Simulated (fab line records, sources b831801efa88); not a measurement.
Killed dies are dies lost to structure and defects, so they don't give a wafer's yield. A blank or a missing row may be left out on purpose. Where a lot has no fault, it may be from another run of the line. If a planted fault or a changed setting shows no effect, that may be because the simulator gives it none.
Chamber matching :: flow gf180mcu :: GF_STI_CMP_25 on cmp-02 has 4 sister chambers
The step polishes, stops on Si3N4, t overpolish 33 s, target thk 524.6 nm. 8 wafers are shown with their chamber, then 7 later ones without.

== WAFERS, EACH WITH ITS CHAMBER ==
wafer: L490.3
chamber: 2
motor-current-A (A): 13.7
time-to-endpoint-s (s): 126

wafer: L490.4
chamber: 0
motor-current-A (A): 11.7
time-to-endpoint-s (s): 114

wafer: L500.1
chamber: 1
motor-current-A (A): 10.8
time-to-endpoint-s (s): 123

wafer: L500.3
chamber: 0
motor-current-A (A): 12.1
time-to-endpoint-s (s): 119

wafer: L501.1
chamber: 1
motor-current-A (A): 11.5
time-to-endpoint-s (s): 127

wafer: L501.6
chamber: 3
motor-current-A (A): 14.6
time-to-endpoint-s (s): 122

wafer: L502.3
chamber: 2
motor-current-A (A): 13.7
time-to-endpoint-s (s): 124

wafer: L502.5
chamber: 3
motor-current-A (A): 14.3
time-to-endpoint-s (s): 123

== WAFERS MISSING THEIR CHAMBER ==
wafer: L502.6
motor-current-A (A): 14.0
time-to-endpoint-s (s): 126

wafer: L504.1
motor-current-A (A): 13.5
time-to-endpoint-s (s): 122

wafer: L504.3
motor-current-A (A): 10.8
time-to-endpoint-s (s): 124

wafer: L504.4
motor-current-A (A): 13.9
time-to-endpoint-s (s): 120

wafer: L506.1
motor-current-A (A): 13.7
time-to-endpoint-s (s): 120

wafer: L506.2
motor-current-A (A): 11.0
time-to-endpoint-s (s): 122

wafer: L506.4
motor-current-A (A): 12.0
time-to-endpoint-s (s): 119

== THE CHAMBER EACH PASSED THROUGH ==
wafer: L502.6
from the rows above: can't be placed: 2 or 3
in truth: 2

wafer: L504.1
from the rows above: can't be placed: 2 or 3
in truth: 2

wafer: L504.3
from the rows above: 1
in truth: 1

wafer: L504.4
from the rows above: can't be placed: 3 or 2
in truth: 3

wafer: L506.1
from the rows above: can't be placed: 2 or 3
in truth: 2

wafer: L506.2
from the rows above: 1
in truth: 1

wafer: L506.4
from the rows above: 0
in truth: 0
Correctly placed: 3 of 7. These rows do not allow placing 4 (true chamber among the candidates in 4). Placed wrongly: 0.
How it was worked out, from the rows above alone: a wafer's distance from a chamber is the root of the sum, over the readings, of the square of ((its reading less the chamber's mean) divided by the reading's scatter). The wafer belongs to the nearest chamber; if the next one is less than 2 further off, it can't be placed. Each chamber's mean is taken over the wafers shown for it. The scatter: take each reading less its chamber's mean, square it, sum over the shown wafers, divide by the number of wafers less the number of chambers, and take the root.
